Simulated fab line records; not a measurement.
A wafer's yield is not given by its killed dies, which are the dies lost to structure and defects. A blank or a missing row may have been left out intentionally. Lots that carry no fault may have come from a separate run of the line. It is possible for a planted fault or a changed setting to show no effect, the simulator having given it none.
One fault through the eyes of 2 desks | flow sfq_line | each desk has only its own numbers; what lay behind them comes last

== METROLOGY DESK ==
Lot by lot, what the gauges showed, no matter which tool ran the lot: averages of those sampled wafers that carry a number. A lot is out of limits, marked OUT, if its mean lies more than 4 standard deviations from the usual mean; the brackets give that distance.
Columns: A = M0_NB_RS at SFQ_M0_RS_MEAS_904, usual 0.889 ohm/sq; B = M1_NB_RS at SFQ_M1_RS_MEAS_909, usual 0.893 ohm/sq; C = M5_OVL at SFQ_M5_OVL_MEAS_932, usual -2 nm
lot  | first seen here | A     | B                | C
L511 | day 5 08:41     | 0.879 | 0.896            | -3
L512 | day 5 12:17     | 0.902 | 0.881            | 5
L513 | day 5 18:19     | 0.889 | 0.907            | -3
L514 | day 6 01:30     | 0.893 | 0.892            | -7
L516 | day 6 12:17     | 0.902 | 0.883            | -3
L518 | day 6 22:28     | 0.892 | 0.895            | -5
L519 | day 7 05:38     | 0.889 | 0.905            | -10
L521 | day 7 11:52     | 0.888 | 0.892            | 4
L523 | day 8 00:50     | 0.882 | 0.900            | -2
L526 | day 8 17:38     | 0.902 | 0.893            | -13
L528 | day 9 00:50     | 0.892 | 0.805 (-8.8) OUT | -3
L529 | day 9 06:50     | 0.880 | 0.881            | 2
L530 | day 9 12:51     | 0.875 | 0.793 (-10) OUT  | -3
L531 | day 9 22:33     | 0.881 | 0.908            | -4
L532 | day 10 04:33    | 0.885 | 0.806 (-8.7) OUT | 1
This desk's result: L528, L530, L532 out of limits, first on L528 (M1_NB_RS at SFQ_M1_RS_MEAS_909), day 15 15:43. L511, L512, L513, L514, L516, L518, L519, L521, L523, L526, L529, L531 stayed within limits.

== FOR THE TOOL OWNER'S DESK: pvd_sputter-03 ==
The tool's own readings at SFQ_TRILAYER_M1_DEP_SPUTTER_037 (material Nb, target thk 200 nm, time 133.3 s): means of the sampled wafers that have a number, for each lot that ran on this tool. A lot is out of limits, marked OUT, if its mean lies more than 4 standard deviations from the usual mean; the brackets give that distance.
Columns: A = cathode_dc_power_W at SFQ_TRILAYER_M1_DEP_SPUTTER_037, usual 2000.0 W; B = throttle_valve_pct at SFQ_TRILAYER_M1_DEP_SPUTTER_037, usual 29.3 %
lot  | first seen here | A                        | B
L511 | day 10 06:55    | 2000.0                   | 29.2
L513 | day 10 18:55    | 1999.9                   | 29.9
L514 | day 11 03:19    | 2000.0                   | 29.4
L518 | day 11 22:41    | 2000.1                   | 29.2
L526 | day 15 02:38    | 2000.1                   | 29.1
L528 | day 15 15:37    | 2231.2 (+99 or more) OUT | 29.4
L530 | day 16 07:12    | 2231.0 (+99 or more) OUT | 29.5
L532 | day 16 20:25    | 2230.6 (+99 or more) OUT | 29.1
Finding of this desk: L528, L530, L532 out of limits; the first was L528 at day 15 15:37, on cathode_dc_power_W at SFQ_TRILAYER_M1_DEP_SPUTTER_037. L511, L513, L514, L518, L526 stayed within limits.

== TAKEN TOGETHER ==
On L528, L530, L532, at day 15 15:37, an alarm was possible from the tool owner's desk.
An alarm was possible from the metrology desk at day 15 15:43, on L528, L530, L532.
Of the lots named, all ran SFQ_TRILAYER_M1_DEP_SPUTTER_037 on pvd_sputter-03.

== WHAT THE SIMULATOR PUT IN ==
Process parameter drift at SFQ_TRILAYER_M1_DEP_SPUTTER_037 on pvd_sputter-03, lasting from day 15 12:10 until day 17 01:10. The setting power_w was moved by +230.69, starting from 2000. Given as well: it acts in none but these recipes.
Lots struck among those shown: L528, L530, L532.
Time in hours from fault onset to the first out-of-limits reading at each desk: tool owner's desk 3, metrology desk 4.
